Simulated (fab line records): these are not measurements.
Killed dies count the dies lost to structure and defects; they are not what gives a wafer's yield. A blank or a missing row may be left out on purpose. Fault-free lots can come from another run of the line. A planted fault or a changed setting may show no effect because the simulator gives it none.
Which tool was responsible?	flow sky130	13 lots with 39 wafers sampled at 4 steps, on a route of 708 steps

== WHAT EACH GAUGE READ, for each wafer ==
SKY_VT_ADJUST_PCH_TW_MEAS_10. Usual: for VT_ADJUST_PCH_TW the level is 142.6 and the standard deviation is 1.3.
lot	measured	on	VT_ADJUST_PCH_TW	flag
L493	day 10 09:38	film metro-01	143.7 143.4 143.9	
L495	day 11 09:20	film metro-03	143.3 142.8 142.9	
L496	day 11 14:03	film metro-04	141.7 141.8 141.7	
L497	day 11 17:15	film metro-03	143.8 144.2 143.0	
L498	day 12 02:06	film metro-03	143.6 144.0 143.4	
L501	day 13 02:01	film metro-01	143.8 144.3 145.9	
L502	day 13 08:43	film metro-04	141.2 140.6 140.6	
L504	day 13 19:55	film metro-04	140.5 140.9 141.5	
L506	day 14 14:58	film metro-01	143.0 143.4 143.9	
L507	day 15 00:34	film metro-04	128.3 129.1 128.7	OFF
L508	day 15 19:09	film metro-04	128.9 128.4 128.2	OFF
L509	day 15 23:15	film metro-04	128.9 128.9 128.6	OFF
L516	day 17 17:50	film metro-04	141.4 140.8 141.1	

SKY_POLY_CUT_OVL_MEAS_09. Usual: for POLY_CUT_OVL the level is -1 nm and the standard deviation is 4.
lot	measured	on	POLY_CUT_OVL (nm)	flag
L493	day 24 00:08	overlay-02	-2 8 2	
L495	day 25 11:09	overlay-02	-4 1 2	
L496	day 25 17:23	overlay-01	-7 -3 0	
L497	day 25 22:59	overlay-01	-8 3 -5	
L498	day 26 06:57	overlay-01	-10 -3 -3	
L501	day 27 14:05	overlay-02	-3 -4 1	
L502	day 27 21:46	overlay-01	-3 -4 -5	
L504	day 28 07:39	overlay-01	-5 -1 1	
L506	day 29 00:53	overlay-01	-3 -4 2	
L507	day 29 13:06	overlay-02	1 1 -5	
L508	day 30 04:10	overlay-02	3 -2 -1	
L509	day 30 12:14	overlay-02	-3 0 -3	
L516	day 32 04:20	overlay-02	-6 -2 1	

SKY_METAL1_OVL_MEAS_16. Usual: for METAL1_OVL the level is 2 nm and the standard deviation is 4.5.
lot	measured	on	METAL1_OVL (nm)	flag
L493	day 32 15:18	overlay-01	5 13 0	
L495	day 33 23:04	overlay-01	-2 -5 -6	
L496	day 34 03:39	overlay-01	4 0 5	
L497	day 34 08:06	overlay-01	4 2 7	
L498	day 34 16:06	overlay-01	6 0 1	
L501	day 35 20:38	overlay-01	0 -1 -4	
L502	day 36 02:34	overlay-01	11 6 8	
L504	day 36 09:49	overlay-01	1 -2 -2	
L506	day 37 02:44	overlay-02	-6 -1 0	
L507	day 37 14:43	overlay-02	-10 1 -2	
L508	day 38 04:19	overlay-01	4 8 0	
L509	day 38 12:27	overlay-01	0 0 -11	
L516	day 40 00:14	overlay-02	3 -2 4	

== WHICH TOOL RAN EACH LOT (tool, then ch and the chambers of the sampled wafers, then the start) ==
lot	SKY_VT_ADJUST_PCH_IMPLANT_08
L493	implanter-01 ch 0, day 10 09:23
L495	implanter-01 ch 0, day 11 09:05
L496	implanter-02 ch 0, day 11 13:48
L497	implanter-04 ch 0, day 11 17:00
L498	implanter-02 ch 0, day 12 01:51
L501	implanter-02 ch 0, day 13 01:46
L502	implanter-02 ch 0, day 13 08:30
L504	implanter-02 ch 0, day 13 19:42
L506	implanter-01 ch 0, day 14 14:43
L507	implanter-02 ch 0, day 15 00:19
L508	implanter-02 ch 0, day 15 18:52
L509	implanter-02 ch 0, day 15 23:00
L516	implanter-04 ch 0, day 17 17:35
- SKY_VT_ADJUST_PCH_IMPLANT_08

== AS READ BY THE TOOLS THEMSELVES (means over the sampled wafers that have a number; for cases with no such wafer, the mark the record gives instead) ==
SKY_VT_ADJUST_PCH_IMPLANT_08. Usual: beam energy keV 10.000, standard deviation 0.0031; dose ions cm2 5e+11, standard deviation 5.1e+08; faraday current uA 2.82, standard deviation 0.056.
lot	tool	beam energy keV	dose ions cm2	faraday current uA	flag
L493	implanter-01	9.999	5e+11	2.81	
L495	implanter-01	10.004	5e+11	2.82	
L496	implanter-02	9.996	5e+11	2.77	
L497	implanter-04	9.998	5e+11	2.76	
L498	implanter-02	10.001	5e+11	2.83	
L501	implanter-02	10.000	5e+11	2.83	
L502	implanter-02	10.004	5e+11	2.79	
L504	implanter-02	9.996	5e+11	2.80	
L506	implanter-01	10.001	5e+11	2.78	
L507	implanter-02	10.005	3e+11	1.97	OFF
L508	implanter-02	10.003	3e+11	1.95	OFF
L509	implanter-02	9.997	3e+11	1.91	OFF
L516	implanter-04	9.999	5e+11	2.79	

== THE ANSWER, worked out from the rows above alone ==
Rule: a lot is off if the mean of its wafers that have a number lies more than 3 standard deviations from the usual mean. A lot without any number at a reading at which 4 lots or more have one is off too. All remaining lots with rows at the step are treated as sound. The gauges are gone through in route order, then the tools' own readings, and for those a lot's mean is taken as printed above. The first step at which some lot is off is used, and at that step the reading that is off furthest; a lot without a number counts as furthest.
Off: at SKY_VT_ADJUST_PCH_TW_MEAS_10 (VT_ADJUST_PCH_TW), L507, L508, L509.
A tool fits if, at a process step before that reading, it ran every lot that is off, and no sound lot after the first of them. Not tried: the gauges at SKY_VT_ADJUST_PCH_TW_MEAS_10; whatever is off there is also off at SKY_VT_ADJUST_PCH_IMPLANT_08, on other tools, and gauge error can't account for it. One candidate fits, namely implanter-02 at SKY_VT_ADJUST_PCH_IMPLANT_08. Its last sound lot is L504 (day 13 19:42), its first lot that is off L507 (day 15 00:19): a fault that began between those two fits.
The tool's own readings at SKY_VT_ADJUST_PCH_IMPLANT_08 bear it out: on the lots that are off they differ by more than 5 times the standard deviation of the sound lots' means. dose ions cm2 reads 3e+11 there against 5e+11 on the sound lots; faraday current uA reads 1.94 there against 2.80 on the sound lots.

== WHAT THE SIMULATOR PUT IN ==
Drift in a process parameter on implanter-02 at SKY_VT_ADJUST_PCH_IMPLANT_08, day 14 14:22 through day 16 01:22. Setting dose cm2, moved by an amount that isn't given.
Lots struck among those shown: L507, L508, L509. The rule above found the same.
